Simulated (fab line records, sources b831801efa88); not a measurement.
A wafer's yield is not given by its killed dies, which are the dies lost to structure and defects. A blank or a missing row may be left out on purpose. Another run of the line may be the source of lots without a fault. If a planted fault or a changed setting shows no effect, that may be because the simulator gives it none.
A sampling plan put to the test / flow gf180mcu / 53 faults told of in these records, all on one fab line, each judged by the records of the lots it struck
The plan consists of the line's own looks: route steps at which the wafer is read by a gauge or an inspection but not changed. A look is open to judgement when struck wafers have a number at it and the file gives its usual mean and standard deviation on fault-free wafers. Caught: 4 or more of those standard deviations (sigma) separate the usual mean from the mean of the struck wafers at a look after the fault's first step. On the tool: the test repeated on the tool's own readings taken at the fault's steps. Caught also covers a different recipe on the struck wafers, or a record left blank for those wafers only.

THE FAULTS, as the simulator had put them in
1. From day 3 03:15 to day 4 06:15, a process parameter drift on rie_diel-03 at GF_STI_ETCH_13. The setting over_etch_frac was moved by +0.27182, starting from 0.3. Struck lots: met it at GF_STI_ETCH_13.
2. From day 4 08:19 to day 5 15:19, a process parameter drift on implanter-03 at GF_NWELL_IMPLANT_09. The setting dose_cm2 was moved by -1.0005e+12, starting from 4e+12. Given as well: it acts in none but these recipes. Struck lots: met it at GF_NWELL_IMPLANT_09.
3. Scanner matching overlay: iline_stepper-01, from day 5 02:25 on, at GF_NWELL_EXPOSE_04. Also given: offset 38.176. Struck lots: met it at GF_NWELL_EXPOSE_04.
4. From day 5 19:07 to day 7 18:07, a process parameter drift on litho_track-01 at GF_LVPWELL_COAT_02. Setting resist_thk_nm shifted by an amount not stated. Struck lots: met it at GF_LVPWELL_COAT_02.
5. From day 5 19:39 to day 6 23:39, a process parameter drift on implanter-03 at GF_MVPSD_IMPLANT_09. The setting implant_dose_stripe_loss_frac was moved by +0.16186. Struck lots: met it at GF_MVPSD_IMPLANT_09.
6. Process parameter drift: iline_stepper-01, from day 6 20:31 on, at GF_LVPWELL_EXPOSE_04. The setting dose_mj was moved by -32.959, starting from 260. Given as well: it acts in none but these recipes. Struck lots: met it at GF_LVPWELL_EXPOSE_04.
7. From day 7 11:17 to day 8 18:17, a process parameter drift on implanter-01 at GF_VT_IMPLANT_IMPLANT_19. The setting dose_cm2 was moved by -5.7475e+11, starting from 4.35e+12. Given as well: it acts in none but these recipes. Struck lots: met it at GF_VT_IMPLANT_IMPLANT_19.
8. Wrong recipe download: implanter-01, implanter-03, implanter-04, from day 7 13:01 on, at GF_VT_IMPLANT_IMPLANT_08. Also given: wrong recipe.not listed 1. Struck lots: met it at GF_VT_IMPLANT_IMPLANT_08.
9. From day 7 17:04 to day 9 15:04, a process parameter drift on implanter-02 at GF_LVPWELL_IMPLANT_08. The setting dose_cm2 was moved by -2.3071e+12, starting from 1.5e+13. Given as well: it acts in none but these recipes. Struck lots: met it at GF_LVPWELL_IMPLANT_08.
10. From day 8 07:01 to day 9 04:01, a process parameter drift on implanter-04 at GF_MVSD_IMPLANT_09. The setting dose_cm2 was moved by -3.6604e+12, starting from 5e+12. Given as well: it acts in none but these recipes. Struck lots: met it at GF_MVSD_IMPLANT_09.
11. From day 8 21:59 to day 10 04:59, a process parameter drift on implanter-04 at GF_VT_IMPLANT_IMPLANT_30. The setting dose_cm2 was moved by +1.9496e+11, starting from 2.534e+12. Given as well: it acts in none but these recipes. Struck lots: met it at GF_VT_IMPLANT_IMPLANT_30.
12. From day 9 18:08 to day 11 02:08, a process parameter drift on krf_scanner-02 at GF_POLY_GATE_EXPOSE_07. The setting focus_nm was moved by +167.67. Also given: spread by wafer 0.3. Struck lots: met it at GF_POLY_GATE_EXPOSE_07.
13. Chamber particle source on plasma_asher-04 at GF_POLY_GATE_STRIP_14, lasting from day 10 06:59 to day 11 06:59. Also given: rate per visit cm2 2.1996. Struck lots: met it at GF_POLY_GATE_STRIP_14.
14. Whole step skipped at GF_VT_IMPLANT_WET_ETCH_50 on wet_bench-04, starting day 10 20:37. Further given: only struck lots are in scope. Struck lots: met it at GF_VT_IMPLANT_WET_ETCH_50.
15. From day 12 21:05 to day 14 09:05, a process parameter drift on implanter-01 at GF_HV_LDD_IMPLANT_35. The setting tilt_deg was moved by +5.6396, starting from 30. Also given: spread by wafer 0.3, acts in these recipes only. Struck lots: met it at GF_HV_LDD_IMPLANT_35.
16. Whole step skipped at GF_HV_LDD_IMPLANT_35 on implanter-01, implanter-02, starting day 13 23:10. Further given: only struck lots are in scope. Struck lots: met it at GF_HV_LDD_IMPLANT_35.
17. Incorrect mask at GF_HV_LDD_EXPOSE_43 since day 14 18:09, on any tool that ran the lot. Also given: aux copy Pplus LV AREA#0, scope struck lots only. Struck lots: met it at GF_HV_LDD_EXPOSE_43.
18. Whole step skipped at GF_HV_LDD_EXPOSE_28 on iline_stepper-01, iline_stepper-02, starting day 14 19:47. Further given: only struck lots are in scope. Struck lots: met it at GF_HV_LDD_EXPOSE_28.
19. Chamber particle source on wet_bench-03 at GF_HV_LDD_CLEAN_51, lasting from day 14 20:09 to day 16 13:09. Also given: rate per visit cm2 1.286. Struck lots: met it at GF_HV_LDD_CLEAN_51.
20. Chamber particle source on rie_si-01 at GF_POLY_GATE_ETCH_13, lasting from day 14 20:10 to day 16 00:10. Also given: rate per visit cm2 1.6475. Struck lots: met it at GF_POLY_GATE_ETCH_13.
21. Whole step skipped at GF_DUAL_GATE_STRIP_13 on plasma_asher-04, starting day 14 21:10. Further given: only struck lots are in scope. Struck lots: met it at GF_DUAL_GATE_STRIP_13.
22. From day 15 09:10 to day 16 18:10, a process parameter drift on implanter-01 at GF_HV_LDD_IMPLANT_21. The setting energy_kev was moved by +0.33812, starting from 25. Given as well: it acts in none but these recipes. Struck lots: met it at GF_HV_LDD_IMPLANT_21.
23. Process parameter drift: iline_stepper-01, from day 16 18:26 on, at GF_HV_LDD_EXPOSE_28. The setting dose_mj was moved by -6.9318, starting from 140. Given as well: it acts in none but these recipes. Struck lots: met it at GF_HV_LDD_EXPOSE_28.
24. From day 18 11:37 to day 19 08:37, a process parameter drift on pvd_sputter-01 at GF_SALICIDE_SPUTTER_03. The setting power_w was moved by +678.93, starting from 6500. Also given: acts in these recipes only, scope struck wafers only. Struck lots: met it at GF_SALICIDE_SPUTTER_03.
25. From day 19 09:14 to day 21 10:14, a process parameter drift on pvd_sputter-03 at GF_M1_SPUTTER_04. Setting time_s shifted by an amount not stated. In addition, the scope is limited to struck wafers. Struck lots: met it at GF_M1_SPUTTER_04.
26. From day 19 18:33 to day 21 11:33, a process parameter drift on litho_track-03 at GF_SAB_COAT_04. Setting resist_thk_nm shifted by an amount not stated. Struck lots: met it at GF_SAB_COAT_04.
27. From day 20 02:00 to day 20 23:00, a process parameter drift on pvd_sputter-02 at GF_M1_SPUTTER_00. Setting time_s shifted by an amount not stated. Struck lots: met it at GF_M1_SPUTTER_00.
28. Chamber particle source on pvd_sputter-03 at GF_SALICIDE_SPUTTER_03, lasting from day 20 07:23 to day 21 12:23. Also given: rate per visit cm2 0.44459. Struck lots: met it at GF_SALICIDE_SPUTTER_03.
29. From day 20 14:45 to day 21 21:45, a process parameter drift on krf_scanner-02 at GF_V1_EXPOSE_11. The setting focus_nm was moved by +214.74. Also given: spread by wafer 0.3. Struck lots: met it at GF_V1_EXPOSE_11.
30. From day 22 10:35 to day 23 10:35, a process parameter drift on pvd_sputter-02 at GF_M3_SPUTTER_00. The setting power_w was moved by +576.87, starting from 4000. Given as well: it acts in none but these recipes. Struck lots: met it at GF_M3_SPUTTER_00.
31. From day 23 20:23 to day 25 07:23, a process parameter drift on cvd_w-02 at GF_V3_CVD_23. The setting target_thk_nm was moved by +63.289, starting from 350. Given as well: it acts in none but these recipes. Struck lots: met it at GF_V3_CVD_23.
32. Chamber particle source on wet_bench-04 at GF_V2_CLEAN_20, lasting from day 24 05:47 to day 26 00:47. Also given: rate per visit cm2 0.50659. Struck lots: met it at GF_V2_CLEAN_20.
33. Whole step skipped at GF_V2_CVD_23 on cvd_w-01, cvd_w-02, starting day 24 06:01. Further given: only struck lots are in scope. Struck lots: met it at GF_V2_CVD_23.
34. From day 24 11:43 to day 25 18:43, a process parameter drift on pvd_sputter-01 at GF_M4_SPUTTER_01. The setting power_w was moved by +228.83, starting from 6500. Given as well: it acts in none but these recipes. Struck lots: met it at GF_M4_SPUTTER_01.
35. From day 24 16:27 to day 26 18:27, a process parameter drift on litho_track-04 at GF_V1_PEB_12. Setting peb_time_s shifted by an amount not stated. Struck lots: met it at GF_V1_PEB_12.
36. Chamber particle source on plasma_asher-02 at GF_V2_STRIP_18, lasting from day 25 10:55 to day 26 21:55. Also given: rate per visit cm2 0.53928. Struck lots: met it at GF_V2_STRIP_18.
37. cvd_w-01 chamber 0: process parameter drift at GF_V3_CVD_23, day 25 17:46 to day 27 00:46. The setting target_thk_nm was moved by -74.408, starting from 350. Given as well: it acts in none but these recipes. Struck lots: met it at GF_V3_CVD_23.
38. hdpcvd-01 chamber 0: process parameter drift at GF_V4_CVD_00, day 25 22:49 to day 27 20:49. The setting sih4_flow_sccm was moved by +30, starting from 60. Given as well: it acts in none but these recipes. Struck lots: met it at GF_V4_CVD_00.
39. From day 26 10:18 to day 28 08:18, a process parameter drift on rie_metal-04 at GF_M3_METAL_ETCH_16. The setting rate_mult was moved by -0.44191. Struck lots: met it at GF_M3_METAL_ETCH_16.
40. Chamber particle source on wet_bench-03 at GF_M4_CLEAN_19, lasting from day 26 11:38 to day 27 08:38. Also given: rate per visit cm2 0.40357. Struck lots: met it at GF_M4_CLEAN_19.
41. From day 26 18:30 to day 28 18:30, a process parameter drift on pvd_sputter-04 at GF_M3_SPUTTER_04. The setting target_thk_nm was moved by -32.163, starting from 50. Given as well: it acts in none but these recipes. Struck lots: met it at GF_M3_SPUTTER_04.
42. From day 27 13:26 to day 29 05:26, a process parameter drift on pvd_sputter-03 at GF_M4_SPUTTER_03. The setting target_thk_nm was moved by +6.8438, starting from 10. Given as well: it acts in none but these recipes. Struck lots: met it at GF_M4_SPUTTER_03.
43. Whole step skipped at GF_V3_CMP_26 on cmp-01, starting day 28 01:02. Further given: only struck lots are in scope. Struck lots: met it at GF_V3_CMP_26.
44. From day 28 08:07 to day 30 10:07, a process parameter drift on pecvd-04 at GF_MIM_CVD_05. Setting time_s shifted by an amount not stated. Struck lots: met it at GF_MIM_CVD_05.
45. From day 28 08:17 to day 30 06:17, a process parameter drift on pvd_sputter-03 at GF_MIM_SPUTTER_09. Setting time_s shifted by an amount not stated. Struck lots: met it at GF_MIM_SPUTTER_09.
46. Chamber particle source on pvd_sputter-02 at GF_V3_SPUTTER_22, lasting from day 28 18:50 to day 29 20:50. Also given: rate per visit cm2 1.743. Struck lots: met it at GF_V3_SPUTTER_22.
47. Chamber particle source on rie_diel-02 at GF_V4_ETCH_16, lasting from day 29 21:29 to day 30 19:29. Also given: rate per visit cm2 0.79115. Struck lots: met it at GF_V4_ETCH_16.
48. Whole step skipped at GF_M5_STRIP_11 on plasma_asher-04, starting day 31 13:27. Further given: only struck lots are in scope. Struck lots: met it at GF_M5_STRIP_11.
49. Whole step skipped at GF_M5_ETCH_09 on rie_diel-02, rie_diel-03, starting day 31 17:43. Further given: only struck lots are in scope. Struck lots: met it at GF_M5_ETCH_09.
50. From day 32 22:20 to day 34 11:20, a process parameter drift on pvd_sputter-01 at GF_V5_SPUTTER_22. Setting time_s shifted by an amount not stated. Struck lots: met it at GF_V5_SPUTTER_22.
51. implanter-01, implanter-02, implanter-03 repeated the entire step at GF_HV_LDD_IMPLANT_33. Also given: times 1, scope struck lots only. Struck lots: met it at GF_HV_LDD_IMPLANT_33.
52. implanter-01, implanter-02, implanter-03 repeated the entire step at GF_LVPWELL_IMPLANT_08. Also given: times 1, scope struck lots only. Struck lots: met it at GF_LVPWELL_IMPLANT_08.
53. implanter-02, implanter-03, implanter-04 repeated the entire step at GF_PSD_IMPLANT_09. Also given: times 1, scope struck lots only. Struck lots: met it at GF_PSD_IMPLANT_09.

WHAT THE PLAN SAW
fault=1; on the tool itself=oes_product_au -11 sigma; first look that catches it=no look after it can be judged; reading, sigma=-; median hours from its first step to that look=-; hours from the fault's start to the first struck lot there=-; judged looks passed uncaught=0
fault=2; on the tool itself=dose_ions_cm2 -99 or beyond sigma; first look that catches it=GF_VT_IMPLANT_RS_MEAS_47; reading, sigma=NWELL_RS +17; median hours from its first step to that look=104.7; hours from the fault's start to the first struck lot there=106; judged looks passed uncaught=2
fault=3; on the tool itself=under 2 sigma; first look that catches it=GF_NWELL_OVL_MEAS_07; reading, sigma=NWELL_OVL +25; median hours from its first step to that look=4.1; hours from the fault's start to the first struck lot there=9; judged looks passed uncaught=0
fault=4; on the tool itself=no reading that can be judged; first look that catches it=none of the 2 looks that can be judged after it; reading, sigma=-; median hours from its first step to that look=-; hours from the fault's start to the first struck lot there=-; judged looks passed uncaught=2
fault=5; on the tool itself=no reading that can be judged; first look that catches it=GF_VT_IMPLANT_RS_MEAS_49; reading, sigma=MVPSD_RS +8.6; median hours from its first step to that look=66.4; hours from the fault's start to the first struck lot there=71; judged looks passed uncaught=0
fault=6; on the tool itself=exposure_dose_mJ_cm2 -99 or beyond sigma; first look that catches it=no look after it can be judged; reading, sigma=-; median hours from its first step to that look=-; hours from the fault's start to the first struck lot there=-; judged looks passed uncaught=0
fault=7; on the tool itself=dose_ions_cm2 -99 or beyond sigma; first look that catches it=GF_VT_IMPLANT_TW_MEAS_21; reading, sigma=VT_IMPLANT_2_TW -4.3; median hours from its first step to that look=0.2; hours from the fault's start to the first struck lot there=3; judged looks passed uncaught=0
fault=8; on the tool itself=no reading that can be judged; first look that catches it=GF_VT_IMPLANT_TW_MEAS_10; reading, sigma=VT_IMPLANT_TW +71; median hours from its first step to that look=0.2; hours from the fault's start to the first struck lot there=3; judged looks passed uncaught=0
fault=9; on the tool itself=dose_ions_cm2 -99 or beyond sigma; first look that catches it=GF_LVPWELL_TW_MEAS_11; reading, sigma=LVPWELL_TW -4.4; median hours from its first step to that look=0.4; hours from the fault's start to the first struck lot there=5; judged looks passed uncaught=0
fault=10; on the tool itself=dose_ions_cm2 -99 or beyond sigma; first look that catches it=GF_VT_IMPLANT_RS_MEAS_46; reading, sigma=MVSD_RS +76; median hours from its first step to that look=92.7; hours from the fault's start to the first struck lot there=95; judged looks passed uncaught=1
fault=11; on the tool itself=dose_ions_cm2 +72 sigma; first look that catches it=no look after it can be judged; reading, sigma=-; median hours from its first step to that look=-; hours from the fault's start to the first struck lot there=-; judged looks passed uncaught=0
fault=12; on the tool itself=exposure_dose_mJ_cm2 -8.8 sigma; first look that catches it=GF_POLY_GATE_CD_MEAS_10; reading, sigma=cd_nm -4.0; median hours from its first step to that look=8.5; hours from the fault's start to the first struck lot there=24; judged looks passed uncaught=0
fault=13; on the tool itself=under 2 sigma; first look that catches it=not the one look that can be judged after it; reading, sigma=-; median hours from its first step to that look=-; hours from the fault's start to the first struck lot there=-; judged looks passed uncaught=1
fault=14; on the tool itself=the tool's record is blank for the struck wafers; first look that catches it=no look after it can be judged; reading, sigma=-; median hours from its first step to that look=-; hours from the fault's start to the first struck lot there=-; judged looks passed uncaught=0
fault=15; on the tool itself=no reading that can be judged; first look that catches it=none of the 3 looks that can be judged after it; reading, sigma=-; median hours from its first step to that look=-; hours from the fault's start to the first struck lot there=-; judged looks passed uncaught=3
fault=16; on the tool itself=the tool's record is blank for the struck wafers; first look that catches it=GF_HV_LDD_TW_MEAS_38; reading, sigma=HV_LDD_3_TW -9.7; median hours from its first step to that look=0.4; hours from the fault's start to the first struck lot there=5; judged looks passed uncaught=0
fault=17; on the tool itself=no reading that can be judged; first look that catches it=GF_HV_LDD_TW_MEAS_50; reading, sigma=HV_LDD_4_TW -99 or beyond; median hours from its first step to that look=11.6; hours from the fault's start to the first struck lot there=15; judged looks passed uncaught=0
fault=18; on the tool itself=no reading that can be judged; first look that catches it=no look after it can be judged; reading, sigma=-; median hours from its first step to that look=-; hours from the fault's start to the first struck lot there=-; judged looks passed uncaught=0
fault=19; on the tool itself=no reading that can be judged; first look that catches it=no look after it can be judged; reading, sigma=-; median hours from its first step to that look=-; hours from the fault's start to the first struck lot there=-; judged looks passed uncaught=0
fault=20; on the tool itself=under 2 sigma; first look that catches it=no look after it can be judged; reading, sigma=-; median hours from its first step to that look=-; hours from the fault's start to the first struck lot there=-; judged looks passed uncaught=0
fault=21; on the tool itself=the tool's record is blank for the struck wafers; first look that catches it=no look after it can be judged; reading, sigma=-; median hours from its first step to that look=-; hours from the fault's start to the first struck lot there=-; judged looks passed uncaught=0
fault=22; on the tool itself=beam_energy_keV +45 sigma; first look that catches it=no look after it can be judged; reading, sigma=-; median hours from its first step to that look=-; hours from the fault's start to the first struck lot there=-; judged looks passed uncaught=0
fault=23; on the tool itself=exposure_dose_mJ_cm2 -54 sigma; first look that catches it=GF_HV_LDD_CD_MEAS_31; reading, sigma=cd_nm -7.3; median hours from its first step to that look=11.5; hours from the fault's start to the first struck lot there=14; judged looks passed uncaught=0
fault=24; on the tool itself=cathode_dc_power_W +99 or beyond sigma; first look that catches it=GF_SALICIDE_THK_MEAS_05; reading, sigma=SALICIDE_TIN_THK +7.5; median hours from its first step to that look=0.2; hours from the fault's start to the first struck lot there=10; judged looks passed uncaught=0
fault=25; on the tool itself=under 2 sigma; first look that catches it=none of the 7 looks that can be judged after it; reading, sigma=-; median hours from its first step to that look=-; hours from the fault's start to the first struck lot there=-; judged looks passed uncaught=7
fault=26; on the tool itself=no reading that can be judged; first look that catches it=none of the 2 looks that can be judged after it; reading, sigma=-; median hours from its first step to that look=-; hours from the fault's start to the first struck lot there=-; judged looks passed uncaught=2
fault=27; on the tool itself=under 2 sigma; first look that catches it=no look after it can be judged; reading, sigma=-; median hours from its first step to that look=-; hours from the fault's start to the first struck lot there=-; judged looks passed uncaught=0
fault=28; on the tool itself=under 2 sigma; first look that catches it=not the one look that can be judged after it; reading, sigma=-; median hours from its first step to that look=-; hours from the fault's start to the first struck lot there=-; judged looks passed uncaught=1
fault=29; on the tool itself=no reading that can be judged; first look that catches it=none of the 2 looks that can be judged after it; reading, sigma=strongest: cd_nm at GF_V1_CD_MEAS_14, +2.6; median hours from its first step to that look=-; hours from the fault's start to the first struck lot there=-; judged looks passed uncaught=2
fault=30; on the tool itself=cathode_dc_power_W +99 or beyond sigma; first look that catches it=no look after it can be judged; reading, sigma=-; median hours from its first step to that look=-; hours from the fault's start to the first struck lot there=-; judged looks passed uncaught=0
fault=31; on the tool itself=under 2 sigma; first look that catches it=GF_V3_RS_MEAS_24; reading, sigma=V3_W_RS -10; median hours from its first step to that look=0.1; hours from the fault's start to the first struck lot there=9; judged looks passed uncaught=0
fault=32; on the tool itself=no reading that can be judged; first look that catches it=none of the 3 looks that can be judged after it; reading, sigma=-; median hours from its first step to that look=-; hours from the fault's start to the first struck lot there=-; judged looks passed uncaught=3
fault=33; on the tool itself=the tool's record is blank for the struck wafers; first look that catches it=GF_V2_RS_MEAS_24; reading, sigma=V2_W_RS +99 or beyond; median hours from its first step to that look=0.1; hours from the fault's start to the first struck lot there=2; judged looks passed uncaught=0
fault=34; on the tool itself=cathode_dc_power_W +99 or beyond sigma; first look that catches it=no look after it can be judged; reading, sigma=-; median hours from its first step to that look=-; hours from the fault's start to the first struck lot there=-; judged looks passed uncaught=0
fault=35; on the tool itself=no reading that can be judged; first look that catches it=GF_V1_CD_MEAS_14; reading, sigma=cd_nm +5.1; median hours from its first step to that look=0.3; hours from the fault's start to the first struck lot there=4; judged looks passed uncaught=0
fault=36; on the tool itself=under 2 sigma; first look that catches it=not the one look that can be judged after it; reading, sigma=-; median hours from its first step to that look=-; hours from the fault's start to the first struck lot there=-; judged looks passed uncaught=1
fault=37; on the tool itself=under 2 sigma; first look that catches it=GF_V3_RS_MEAS_24; reading, sigma=V3_W_RS +19; median hours from its first step to that look=0.1; hours from the fault's start to the first struck lot there=9; judged looks passed uncaught=0
fault=38; on the tool itself=sih4_flow_sccm +99 or beyond sigma; first look that catches it=GF_V4_THK_MEAS_01; reading, sigma=V4_CVD_00_THK +52; median hours from its first step to that look=0.1; hours from the fault's start to the first struck lot there=8; judged looks passed uncaught=0
fault=39; on the tool itself=oes_product_au -42 sigma; first look that catches it=no look after it can be judged; reading, sigma=-; median hours from its first step to that look=-; hours from the fault's start to the first struck lot there=-; judged looks passed uncaught=0
fault=40; on the tool itself=no reading that can be judged; first look that catches it=none of the 7 looks that can be judged after it; reading, sigma=-; median hours from its first step to that look=-; hours from the fault's start to the first struck lot there=-; judged looks passed uncaught=7
fault=41; on the tool itself=under 2 sigma; first look that catches it=GF_M3_THK_MEAS_06; reading, sigma=M3_ALCU_THK +5.7; median hours from its first step to that look=0.2; hours from the fault's start to the first struck lot there=3; judged looks passed uncaught=0
fault=42; on the tool itself=under 2 sigma; first look that catches it=no look after it can be judged; reading, sigma=-; median hours from its first step to that look=-; hours from the fault's start to the first struck lot there=-; judged looks passed uncaught=0
fault=43; on the tool itself=the tool's record is blank for the struck wafers; first look that catches it=no look after it can be judged; reading, sigma=-; median hours from its first step to that look=-; hours from the fault's start to the first struck lot there=-; judged looks passed uncaught=0
fault=44; on the tool itself=only faintly: run_length_s -3.4 sigma; first look that catches it=not the one look that can be judged after it; reading, sigma=strongest: MIM_CVD_05_THK at GF_MIM_THK_MEAS_06, -3.2; median hours from its first step to that look=-; hours from the fault's start to the first struck lot there=-; judged looks passed uncaught=1
fault=45; on the tool itself=under 2 sigma; first look that catches it=none of the 4 looks that can be judged after it; reading, sigma=-; median hours from its first step to that look=-; hours from the fault's start to the first struck lot there=-; judged looks passed uncaught=4
fault=46; on the tool itself=under 2 sigma; first look that catches it=no look after it can be judged; reading, sigma=-; median hours from its first step to that look=-; hours from the fault's start to the first struck lot there=-; judged looks passed uncaught=0
fault=47; on the tool itself=under 2 sigma; first look that catches it=none of the 2 looks that can be judged after it; reading, sigma=-; median hours from its first step to that look=-; hours from the fault's start to the first struck lot there=-; judged looks passed uncaught=2
fault=48; on the tool itself=no reading that can be judged; first look that catches it=no look after it can be judged; reading, sigma=-; median hours from its first step to that look=-; hours from the fault's start to the first struck lot there=-; judged looks passed uncaught=0
fault=49; on the tool itself=the tool's record is blank for the struck wafers; first look that catches it=no look after it can be judged; reading, sigma=-; median hours from its first step to that look=-; hours from the fault's start to the first struck lot there=-; judged looks passed uncaught=0
fault=50; on the tool itself=under 2 sigma; first look that catches it=no look after it can be judged; reading, sigma=-; median hours from its first step to that look=-; hours from the fault's start to the first struck lot there=-; judged looks passed uncaught=0
fault=51; on the tool itself=under 2 sigma; first look that catches it=GF_HV_LDD_TW_MEAS_38; reading, sigma=HV_LDD_3_TW +6.9; median hours from its first step to that look=1.0; hours from the fault's start to the first struck lot there=-; judged looks passed uncaught=0
fault=52; on the tool itself=under 2 sigma; first look that catches it=GF_LVPWELL_TW_MEAS_11; reading, sigma=LVPWELL_TW +19; median hours from its first step to that look=0.7; hours from the fault's start to the first struck lot there=-; judged looks passed uncaught=0
fault=53; on the tool itself=under 2 sigma; first look that catches it=GF_PSD_TW_MEAS_11; reading, sigma=PSD_TW +19; median hours from its first step to that look=0.5; hours from the fault's start to the first struck lot there=-; judged looks passed uncaught=0
A dash: the fault isn't caught, or these records don't give the number.

Caught at a look: 21 of 53. Caught on the tool: 21 of 53. By one or the other: 32 of 53.
On the tool alone, faults 1, 6, 11, 14, 21, 22, 30, 34, 39, 43, 49 were caught.
Caught at a look alone: faults 3, 5, 8, 17, 31, 35, 37, 41, 51, 52, 53.
Caught by neither: faults 4, 13, 15, 18, 19, 20, 25, 26, 27, 28, 29, 32, 36, 40, 42, 44, 45, 46, 47, 48, 50.

THINNER SAMPLING
If the look that catches a fault measured only every second or every third lot, by lot number, the first struck lot would be measured this late in the worst case:
fault=2; struck lots at that look, in order of time=L745, L747; every lot=106 h; every second lot=may miss all 2; every third lot=may miss all 2
fault=3; struck lots at that look, in order of time=L159, L160, L161; every lot=9 h; every second lot=12 h; every third lot=18 h
fault=5; struck lots at that look, in order of time=L958, L959; every lot=71 h; every second lot=78 h; every third lot=may miss all 2
fault=7; struck lots at that look, in order of time=L646, L647; every lot=3 h; every second lot=14 h; every third lot=may miss all 2
fault=8; struck lots at that look, in order of time=L448, L449, L450; every lot=3 h; every second lot=11 h; every third lot=18 h
fault=9; struck lots at that look, in order of time=L626, L629; every lot=5 h; every second lot=30 h; every third lot=may miss all 2
fault=10; struck lots at that look, in order of time=L162, L163; every lot=95 h; every second lot=96 h; every third lot=may miss all 2
fault=12; struck lots at that look, in order of time=L587; every lot=24 h; every second lot=may miss it; every third lot=may miss it
fault=16; struck lots at that look, in order of time=L723, L724; every lot=5 h; every second lot=12 h; every third lot=may miss all 2
fault=17; struck lots at that look, in order of time=L474; every lot=15 h; every second lot=may miss it; every third lot=may miss it
fault=23; struck lots at that look, in order of time=L479, L480; every lot=14 h; every second lot=17 h; every third lot=may miss all 2
fault=24; struck lots at that look, in order of time=L617, L618; every lot=10 h; every second lot=13 h; every third lot=may miss all 2
fault=31; struck lots at that look, in order of time=L661, L663; every lot=9 h; every second lot=may miss all 2; every third lot=may miss all 2
fault=33; struck lots at that look, in order of time=L363, L364; every lot=2 h; every second lot=16 h; every third lot=may miss all 2
fault=35; struck lots at that look, in order of time=L409, L410; every lot=4 h; every second lot=24 h; every third lot=may miss all 2
fault=37; struck lots at that look, in order of time=L967, L968; every lot=9 h; every second lot=12 h; every third lot=may miss all 2
fault=38; struck lots at that look, in order of time=L979; every lot=8 h; every second lot=may miss it; every third lot=may miss it
fault=41; struck lots at that look, in order of time=L300, L301; every lot=3 h; every second lot=20 h; every third lot=may miss all 2
The hour figures run from when the fault began to the first measured lot among those it struck. Since the struck wafers were tested as one group against 4 sigma, a single lot by itself may lie under the limit. Other struck lots may not be in these records.

THE LONGEST TIMED WAY FROM STEP TO LOOK
For fault 2, GF_NWELL_IMPLANT_09 and GF_VT_IMPLANT_RS_MEAS_47 are separated by a median of 104.7 hours. The looks between them that can be judged stayed within 4 sigma: GF_MVPSD_OVL_MEAS_07, GF_VT_IMPLANT_OVL_MEAS_07.
